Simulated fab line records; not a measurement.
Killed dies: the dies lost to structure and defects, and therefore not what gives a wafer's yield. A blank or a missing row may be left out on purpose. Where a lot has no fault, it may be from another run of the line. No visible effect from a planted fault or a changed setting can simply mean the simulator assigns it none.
Which tool was responsible? || flow gf180mcu || Sampling: 12 lots, 35 wafers, 6 of 602 route steps

## WHAT THE GAUGES SHOWED, per wafer
GF_V4_THK_MEAS_01.
{"lot": "L950", "measured": "day 22 16:35", "on": "film metro-02", "V4_CVD_00_THK (nm)": "609 594 594"}
{"lot": "L951", "measured": "day 22 20:44", "on": "film metro-03", "V4_CVD_00_THK (nm)": "604 606 611"}
{"lot": "L952", "measured": "day 23 17:19", "on": "film metro-04", "V4_CVD_00_THK (nm)": "598 598 607"}
{"lot": "L953", "measured": "day 23 17:40", "on": "film metro-02", "V4_CVD_00_THK (nm)": "604 613 594"}
{"lot": "L954", "measured": "day 24 00:21", "on": "film metro-04", "V4_CVD_00_THK (nm)": "593 601 600"}
{"lot": "L962", "measured": "day 27 07:10", "on": "film metro-03", "V4_CVD_00_THK (nm)": "599 601"}
{"lot": "L965", "measured": "day 28 14:31", "on": "film metro-04", "V4_CVD_00_THK (nm)": "605 590 610"}
{"lot": "L966", "measured": "day 28 18:43", "on": "film metro-03", "V4_CVD_00_THK (nm)": "602 600 595"}
{"lot": "L967", "measured": "day 29 04:55", "on": "film metro-02", "V4_CVD_00_THK (nm)": "594 594 596"}
{"lot": "L971", "measured": "day 30 10:06", "on": "film metro-02", "V4_CVD_00_THK (nm)": "605 601 604"}
{"lot": "L973", "measured": "day 30 20:13", "on": "film metro-04", "V4_CVD_00_THK (nm)": "604 599 600"}
{"lot": "L972", "measured": "day 30 20:33", "on": "film metro-02", "V4_CVD_00_THK (nm)": "602 608 604"}

GF_V4_THK_MEAS_03.
{"lot": "L950", "measured": "day 22 16:43", "on": "film metro-04", "V4_CVD_02_THK (nm)": "844 840 832"}
{"lot": "L951", "measured": "day 22 20:52", "on": "film metro-04", "V4_CVD_02_THK (nm)": "846 835 834"}
{"lot": "L952", "measured": "day 23 17:29", "on": "film metro-03", "V4_CVD_02_THK (nm)": "821 839 839"}
{"lot": "L953", "measured": "day 23 17:48", "on": "film metro-02", "V4_CVD_02_THK (nm)": "851 851 865"}
{"lot": "L954", "measured": "day 24 00:29", "on": "film metro-02", "V4_CVD_02_THK (nm)": "843 826 859"}
{"lot": "L962", "measured": "day 27 07:17", "on": "film metro-02", "V4_CVD_02_THK (nm)": "875 590"}
{"lot": "L965", "measured": "day 28 14:38", "on": "film metro-03", "V4_CVD_02_THK (nm)": "834 818 842"}
{"lot": "L966", "measured": "day 28 18:50", "on": "film metro-04", "V4_CVD_02_THK (nm)": "871 853 873"}
{"lot": "L967", "measured": "day 29 05:03", "on": "film metro-02", "V4_CVD_02_THK (nm)": "852 857 869"}
{"lot": "L971", "measured": "day 30 10:14", "on": "film metro-04", "V4_CVD_02_THK (nm)": "841 831 836"}
{"lot": "L973", "measured": "day 30 20:20", "on": "film metro-03", "V4_CVD_02_THK (nm)": "832 853 836"}
{"lot": "L972", "measured": "day 30 20:41", "on": "film metro-04", "V4_CVD_02_THK (nm)": "842 850 851"}

GF_V4_OVL_MEAS_15.
{"lot": "L950", "measured": "day 23 15:54", "on": "overlay-01", "V4_OVL (nm)": "-11 -10 -7"}
{"lot": "L951", "measured": "day 23 20:06", "on": "overlay-01", "V4_OVL (nm)": "5 3 10"}
{"lot": "L952", "measured": "day 24 16:01", "on": "overlay-02", "V4_OVL (nm)": "-1 -11 5"}
{"lot": "L953", "measured": "day 24 16:52", "on": "overlay-02", "V4_OVL (nm)": "-4 -2 -3"}
{"lot": "L954", "measured": "day 24 22:31", "on": "overlay-01", "V4_OVL (nm)": "-4 0 -7"}
{"lot": "L962", "measured": "day 28 03:16", "on": "overlay-01", "V4_OVL (nm)": "0 1"}
{"lot": "L965", "measured": "day 29 10:25", "on": "overlay-01", "V4_OVL (nm)": "-3 -12 1"}
{"lot": "L966", "measured": "day 29 13:46", "on": "overlay-02", "V4_OVL (nm)": "-10 -4 -10"}
{"lot": "L967", "measured": "day 29 23:46", "on": "overlay-01", "V4_OVL (nm)": "3 -3 3"}
{"lot": "L971", "measured": "day 31 04:34", "on": "overlay-01", "V4_OVL (nm)": "-9 -3 -2"}
{"lot": "L973", "measured": "day 31 14:46", "on": "overlay-01", "V4_OVL (nm)": "1 5 0"}
{"lot": "L972", "measured": "day 31 14:52", "on": "overlay-02", "V4_OVL (nm)": "-5 -7 -14"}

## TOOL THAT RAN EACH LOT (tool first, then ch and the chambers of the sampled wafers, then the start)
{"lot": "L950", "GF_M4_SPUTTER_04": "pvd sputter-03, day 21 15:50", "GF_V4_CVD_02": "pecvd-03 ch 0,1,2, day 22 16:39", "GF_V4_CMP_04": "cmp-01 ch 0,1,2, day 22 16:47"}
{"lot": "L951", "GF_M4_SPUTTER_04": "pvd sputter-03, day 21 20:16", "GF_V4_CVD_02": "pecvd-03 ch 0,1,2, day 22 20:48", "GF_V4_CMP_04": "cmp-01 ch 0,1,3, day 22 20:59"}
{"lot": "L952", "GF_M4_SPUTTER_04": "pvd sputter-01, day 22 17:58", "GF_V4_CVD_02": "pecvd-03 ch 1,2, day 23 17:22", "GF_V4_CMP_04": "cmp-02 ch 1,2,3, day 23 17:35"}
{"lot": "L953", "GF_M4_SPUTTER_04": "pvd sputter-02, day 22 18:46", "GF_V4_CVD_02": "pecvd-02 ch 1,2, day 23 17:43", "GF_V4_CMP_04": "cmp-01 ch 0,1, day 23 17:51"}
{"lot": "L954", "GF_M4_SPUTTER_04": "pvd sputter-02, day 23 01:22", "GF_V4_CVD_02": "pecvd-03 ch 0,1, day 24 00:24", "GF_V4_CMP_04": "cmp-01 ch 0,1,3, day 24 00:35"}
{"lot": "L962", "GF_M4_SPUTTER_04": "pvd sputter-03, day 26 10:04", "GF_V4_CVD_02": "pecvd-02 ch 0,1, day 27 07:13", "GF_V4_CMP_04": "cmp-02 ch 0, day 27 07:20"}
{"lot": "L965", "GF_M4_SPUTTER_04": "pvd sputter-02, day 27 18:25", "GF_V4_CVD_02": "pecvd-03 ch 1,2, day 28 14:34", "GF_V4_CMP_04": "cmp-01 ch 0,2,3, day 28 14:44"}
{"lot": "L966", "GF_M4_SPUTTER_04": "pvd sputter-03, day 28 00:04", "GF_V4_CVD_02": "pecvd-01 ch 0,1,2, day 28 18:46", "GF_V4_CMP_04": "cmp-02 ch 0,1,2, day 28 18:57"}
{"lot": "L967", "GF_M4_SPUTTER_04": "pvd sputter-02, day 28 09:26", "GF_V4_CVD_02": "pecvd-01 ch 1,2, day 29 04:58", "GF_V4_CMP_04": "cmp-01 ch 0,1,3, day 29 05:12"}
{"lot": "L971", "GF_M4_SPUTTER_04": "pvd sputter-02, day 29 15:12", "GF_V4_CVD_02": "pecvd-03 ch 1,2, day 30 10:09", "GF_V4_CMP_04": "cmp-02 ch 0,2,3, day 30 10:17"}
{"lot": "L973", "GF_M4_SPUTTER_04": "pvd sputter-02, day 30 01:46", "GF_V4_CVD_02": "pecvd-03 ch 0,1,2, day 30 20:16", "GF_V4_CMP_04": "cmp-02 ch 1,2,3, day 30 20:29"}
{"lot": "L972", "GF_M4_SPUTTER_04": "pvd sputter-03, day 30 01:56", "GF_V4_CVD_02": "pecvd-01 ch 0,1, day 30 20:36", "GF_V4_CMP_04": "cmp-01 ch 0,1,2, day 30 20:53"}
- GF_M4_SPUTTER_04: material TiN, target thk 50 nm, time 41.7 s.
- GF_V4_CVD_02: deposits SiO2 from TEOS, target thk 850 nm, time 94.851 s.
- GF_V4_CMP_04: polishes SiO2.

## WHAT THE TOOLS THEMSELVES READ (means of the sampled wafers that have a number; where no wafer has one, the mark that the record gives instead)
GF_M4_SPUTTER_04.
{"lot": "L950", "tool": "pvd sputter-03", "throttle valve pct (%)": 30.8}
{"lot": "L951", "tool": "pvd sputter-03", "throttle valve pct (%)": 30.2}
{"lot": "L952", "tool": "pvd sputter-01", "throttle valve pct (%)": 29.5}
{"lot": "L953", "tool": "pvd sputter-02", "throttle valve pct (%)": 30.1}
{"lot": "L954", "tool": "pvd sputter-02", "throttle valve pct (%)": 29.9}
{"lot": "L962", "tool": "pvd sputter-03", "throttle valve pct (%)": 29.9}
{"lot": "L965", "tool": "pvd sputter-02", "throttle valve pct (%)": 29.5}
{"lot": "L966", "tool": "pvd sputter-03", "throttle valve pct (%)": 30.9}
{"lot": "L967", "tool": "pvd sputter-02", "throttle valve pct (%)": 29.5}
{"lot": "L971", "tool": "pvd sputter-02", "throttle valve pct (%)": 29.8}
{"lot": "L973", "tool": "pvd sputter-02", "throttle valve pct (%)": 29.4}
{"lot": "L972", "tool": "pvd sputter-03", "throttle valve pct (%)": 30.7}

GF_V4_CVD_02.
{"lot": "L950", "tool": "pecvd-03", "heater power w (W)": 696, "susceptor temp C (C)": 400.21}
{"lot": "L951", "tool": "pecvd-03", "heater power w (W)": 725, "susceptor temp C (C)": 399.81}
{"lot": "L952", "tool": "pecvd-03", "heater power w (W)": 692, "susceptor temp C (C)": 400.00}
{"lot": "L953", "tool": "pecvd-02", "heater power w (W)": 691, "susceptor temp C (C)": 400.08}
{"lot": "L954", "tool": "pecvd-03", "heater power w (W)": 737, "susceptor temp C (C)": 400.24}
{"lot": "L962", "tool": "pecvd-02", "heater power w (W)": 816, "susceptor temp C (C)": 400.25}
{"lot": "L965", "tool": "pecvd-03", "heater power w (W)": 720, "susceptor temp C (C)": 399.95}
{"lot": "L966", "tool": "pecvd-01", "heater power w (W)": 633, "susceptor temp C (C)": 400.33}
{"lot": "L967", "tool": "pecvd-01", "heater power w (W)": 667, "susceptor temp C (C)": 399.76}
{"lot": "L971", "tool": "pecvd-03", "heater power w (W)": 665, "susceptor temp C (C)": 399.87}
{"lot": "L973", "tool": "pecvd-03", "heater power w (W)": 752, "susceptor temp C (C)": 400.04}
{"lot": "L972", "tool": "pecvd-01", "heater power w (W)": 577, "susceptor temp C (C)": 400.09}

GF_V4_CMP_04.
{"lot": "L950", "tool": "cmp-01", "motor current A (A)": 11.9, "time to endpoint s (s)": 72}
{"lot": "L951", "tool": "cmp-01", "motor current A (A)": 11.7, "time to endpoint s (s)": 75}
{"lot": "L952", "tool": "cmp-02", "motor current A (A)": 12.2, "time to endpoint s (s)": 78}
{"lot": "L953", "tool": "cmp-01", "motor current A (A)": 12.8, "time to endpoint s (s)": 84}
{"lot": "L954", "tool": "cmp-01", "motor current A (A)": 12.0, "time to endpoint s (s)": 77}
{"lot": "L962", "tool": "cmp-02", "motor current A (A)": 14.0, "time to endpoint s (s)": 67}
{"lot": "L965", "tool": "cmp-01", "motor current A (A)": 11.7, "time to endpoint s (s)": 75}
{"lot": "L966", "tool": "cmp-02", "motor current A (A)": 12.9, "time to endpoint s (s)": 82}
{"lot": "L967", "tool": "cmp-01", "motor current A (A)": 11.6, "time to endpoint s (s)": 86}
{"lot": "L971", "tool": "cmp-02", "motor current A (A)": 12.5, "time to endpoint s (s)": 72}
{"lot": "L973", "tool": "cmp-02", "motor current A (A)": 12.0, "time to endpoint s (s)": 78}
{"lot": "L972", "tool": "cmp-01", "motor current A (A)": 11.7, "time to endpoint s (s)": 83}

## THE ANSWER, worked out from the rows above alone
Rule: what is usual is taken from the lots themselves. The widest of any qualifying gaps counts: lots, ordered by their means at a reading, are off when they make up no more than a third of the lots, leave a main group of 4 or more, and stand apart from it by 3 or more times the standard deviation of that group's means. Not used: any main group whose means are identical at the precision the tables above print for the reading. Also off: a lot with no number at a reading for which 4 or more lots have one. Any other lot the step has rows for is counted as sound. Order of review: gauges by route order, followed by the tools' own readings, for which a lot's mean as printed above is used. The first step at which some lot is off is used, and at that step the reading that is off furthest; a lot without a number counts as furthest.
Off: L962, at GF_V4_THK_MEAS_03 (V4_CVD_02_THK). For the main group the mean is 844 nm and the standard deviation 11.
A tool fits if, at a process step before that reading, it ran every lot that is off, and no sound lot after the first of them. Gauges at GF_V4_THK_MEAS_03: tried the same way as those tools. One fits: GF_V4_CVD_02 on pecvd-02. Its last sound lot is L953 (day 23 17:43), its first lot that is off L962 (day 27 07:13): a fault that began between those two fits.

## WHAT THE SIMULATOR PUT IN
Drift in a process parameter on pecvd-02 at GF_V4_CVD_02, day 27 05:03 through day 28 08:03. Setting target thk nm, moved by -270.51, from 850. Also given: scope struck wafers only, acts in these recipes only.
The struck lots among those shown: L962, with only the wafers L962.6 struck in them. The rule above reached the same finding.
